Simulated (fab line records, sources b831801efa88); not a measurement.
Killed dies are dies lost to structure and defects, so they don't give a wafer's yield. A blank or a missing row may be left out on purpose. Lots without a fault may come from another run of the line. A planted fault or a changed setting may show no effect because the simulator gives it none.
Problem report in the 8D (eight disciplines) form, filled by code | flow sky130 | the parts of the form that need people (team, actions taken, sign-off) are left out

1. THE PROBLEM
VIA1_HDPCVD_THK at SKY_VIA1_THK_MEAS_01 reads a mean of 875 nm on 3 wafers of 2 lots; wafers without a fault read 1030 nm with a standard deviation of 9.2. That is -17 standard deviations from the usual mean.
First seen on wafer L342.2, day 38 09:02, on film_metro-01. The record holds 33 wafers of 11 lots with a number at this step. Rule for "out", or "out of limits": more than 4 standard deviations from the usual mean. The other wafers with a number count as sound.

2. WHAT IT IS AND WHAT IT IS NOT
question                    | is                           | is not
which readings at this step | VIA1_HDPCVD_THK              | -
which lots                  | L342, L343                   | L327, L328, L329, L330, L331, L333, L334, L337, L350
which wafers of those lots  | L342.2, L342.5, L343.5       | L342.6, L343.1, L343.4
read on which gauges        | film_metro-01, film_metro-04 | film_metro-03
when                        | from day 38 09:02            | up to then (25 sound wafers); but 5 sound wafers of L343, L350 came after

3. SUSPECTS, AND WHAT RULES EACH OUT
Counting: a tool at a process step up to the reading stays a suspect if it ran every lot that is out. Sound lots after the first of them don't rule it out here, since some wafers of a struck lot are sound.
- the gauge at SKY_VIA1_THK_MEAS_01: ruled out. The wafers that are out were read on 2 gauges (film_metro-01, film_metro-04).
- hdpcvd-01 at SKY_VIA1_HDPCVD_00 (deposits SiO2, target thk 1030 nm, time 171.7 s): kept. It ran every lot that is out, first L342 (day 38 08:55); its last sound lot up to then is L337 (day 36 22:36). Its own readings are out on those wafers: sih4_flow_sccm.
- Within hdpcvd-01 at SKY_VIA1_HDPCVD_00: the wafers that are out ran in chamber 1; their sound lot-mates ran in chamber 2.
Left after counting: hdpcvd-01 at SKY_VIA1_HDPCVD_00.

4. THE CAUSE (what the simulator had put in)
Process parameter drift: hdpcvd-01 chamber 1, from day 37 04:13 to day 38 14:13, at SKY_VIA1_HDPCVD_00. Setting sih4_flow_sccm, moved by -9, from 60. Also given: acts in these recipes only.
Counting left only this tool.

5. THE CHAIN OF EFFECTS, in route order
Each row: a reading whose mean over the struck wafers that have a number lies more than 3 standard deviations from the usual. Only readings for which the record gives a usual standard deviation are gone through. hours: the time from each lot's start at the first step in this table that gives one to its start at this step, as a median over the lots. sigmas: the change in usual standard deviations.
hours | step                 | reading         | usual      | on struck wafers | change | sigmas
0     | SKY_VIA1_HDPCVD_00   | sih4_flow_sccm  | 60.02 sccm | 51.08            | -8.94  | -53
0     | SKY_VIA1_THK_MEAS_01 | VIA1_HDPCVD_THK | 1030 nm    | 875              | -155   | -17
The process steps in it:
- SKY_VIA1_HDPCVD_00: deposits SiO2, target thk 1030 nm, time 171.7 s.
Later measuring or inspecting steps at which every struck wafer that the step has a row for has a number for every such reading, and none has moved that far: SKY_VIA1_CD_MEAS_12.

6. WHAT WOULD HAVE CAUGHT IT SOONER
In this record the first reading out of limits at a measuring or inspecting step was taken at day 38 09:02, 29 hours after the fault began at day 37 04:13.
The tool's own readings at SKY_VIA1_HDPCVD_00 were out on every struck wafer that the step has a row for (sih4_flow_sccm): an alarm limit on them would have fired on the first of those.
Of the lots that are out (2), L343 began SKY_VIA1_HDPCVD_00 on hdpcvd-01 after day 38 09:02. A hold on the tool at that time would have spared it.
